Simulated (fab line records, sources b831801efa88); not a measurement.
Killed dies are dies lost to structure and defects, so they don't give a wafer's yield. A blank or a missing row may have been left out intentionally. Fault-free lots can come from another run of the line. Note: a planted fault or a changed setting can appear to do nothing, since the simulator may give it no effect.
Which tool was responsible? -- flow sky130 -- 35 wafers from 12 lots sampled at 3 of the route's 708 steps

WHAT EACH GAUGE READ, for each wafer
SKY_VIA1_BOW_MEAS_03.
lot,measured,on,VIA1_BOW (um)
L405,day 33 03:39,film metro-01,74 79 81
L406,day 33 11:47,film metro-02,73 82 86
L407,day 33 21:55,film metro-04,74 73 77
L408,day 34 14:23,film metro-01,85 67 74
L409,day 35 16:11,film metro-02,71 81 76
L410,day 35 19:46,film metro-01,79 97 83
L413,day 36 06:32,film metro-02,69 83 99
L414,day 36 13:38,film metro-02,79 83 86
L415,day 36 22:27,film metro-04,76 67 92
L416,day 36 23:43,film metro-02,89 77 79
L420,day 38 08:08,film metro-01,91 73
L426,day 39 18:35,film metro-02,82 90 75

SKY_METAL2_OVL_MEAS_16.
lot,measured,on,METAL2_OVL (nm)
L405,day 35 10:50,overlay-01,2 -14 -1
L406,day 35 19:06,overlay-02,1 2 -3
L407,day 36 04:03,overlay-02,-4 3 -13
L408,day 36 20:29,overlay-01,0 -1 1
L409,day 37 20:13,overlay-02,-6 -3 4
L410,day 38 01:23,overlay-02,8 -2 3
L413,day 38 10:19,overlay-01,18 2 12
L414,day 38 19:08,overlay-02,15 0 5
L415,day 39 03:38,overlay-02,3 -6 -4
L416,day 39 04:46,overlay-01,-4 -5 -8
L420,day 40 11:25,overlay-01,4 -2
L426,day 41 21:01,overlay-01,-2 -2 -1

WHAT TOOL EACH LOT RAN ON (gives the tool, then ch and the chambers of the sampled wafers, and finally the start)
lot,SKY_METAL1_METAL_ETCH_19
L405,"rie metal-01 ch 0,1, day 33 02:24"
L406,"rie metal-03 ch 0,1, day 33 10:30"
L407,"rie metal-02 ch 0,1, day 33 20:16"
L408,"rie metal-02 ch 0,1, day 34 12:43"
L409,"rie metal-01 ch 0,1, day 35 15:00"
L410,"rie metal-02 ch 1, day 35 18:31"
L413,"rie metal-02 ch 1, day 36 05:15"
L414,"rie metal-03 ch 0,1, day 36 12:28"
L415,"rie metal-01 ch 0,1, day 36 21:08"
L416,"rie metal-02 ch 0,1, day 36 22:19"
L420,"rie metal-01 ch 0,1, day 38 06:25"
L426,"rie metal-03 ch 1, day 39 17:26"
- SKY_METAL1_METAL_ETCH_19: etches the open film in Cl2/BCl3, stops on SiO2, target depth 360 nm, time 78 s.

AS READ BY THE TOOLS THEMSELVES (means over the sampled wafers that have a number; for cases with no such wafer, the mark the record gives instead)
SKY_METAL1_METAL_ETCH_19.
lot,tool,drypump motor current A (A),mfc cl2 sccm (sccm),oes product au (a.u.),throttle valve pct (%)
L405,rie metal-01,5.2,59.91,0.862,22.262
L406,rie metal-03,5.6,60.35,0.849,22.267
L407,rie metal-02,6.1,59.94,0.855,22.266
L408,rie metal-02,6.1,60.27,0.855,22.264
L409,rie metal-01,5.5,59.82,0.854,22.269
L410,rie metal-02,6.1,59.98,0.848,22.257
L413,rie metal-02,6.1,59.85,0.852,22.271
L414,rie metal-03,5.7,59.96,0.853,22.260
L415,rie metal-01,5.2,60.09,0.850,22.260
L416,rie metal-02,6.1,59.93,0.857,22.273
L420,rie metal-01,5.3,60.19,0.857,22.255
L426,rie metal-03,5.4,60.09,0.855,22.271

THE ANSWER, worked out from the rows above alone
Rule: what is usual is taken from the lots themselves. Put in order of their means at a reading, lots are off if they are a third of the lots or fewer, leave a main group of 4 or more, and stand apart from it by a gap of 3 or more times the standard deviation of the main group's means; of several such gaps the widest counts. The tables above print the reading to a certain number of digits; a main group whose means all agree to those digits is not used. Also off: a lot with no number at a reading for which 4 or more lots have one. Any other lot the step has rows for is counted as sound. Order of review: gauges by route order, followed by the tools' own readings, for which a lot's mean as printed above is used. At the first step where some lot is off, the reading lying furthest off is the one used; lots without a number count as furthest.
Across all readings shown, no lot is off: no conclusion can be drawn from this.

WHAT THE SIMULATOR HAD INSERTED
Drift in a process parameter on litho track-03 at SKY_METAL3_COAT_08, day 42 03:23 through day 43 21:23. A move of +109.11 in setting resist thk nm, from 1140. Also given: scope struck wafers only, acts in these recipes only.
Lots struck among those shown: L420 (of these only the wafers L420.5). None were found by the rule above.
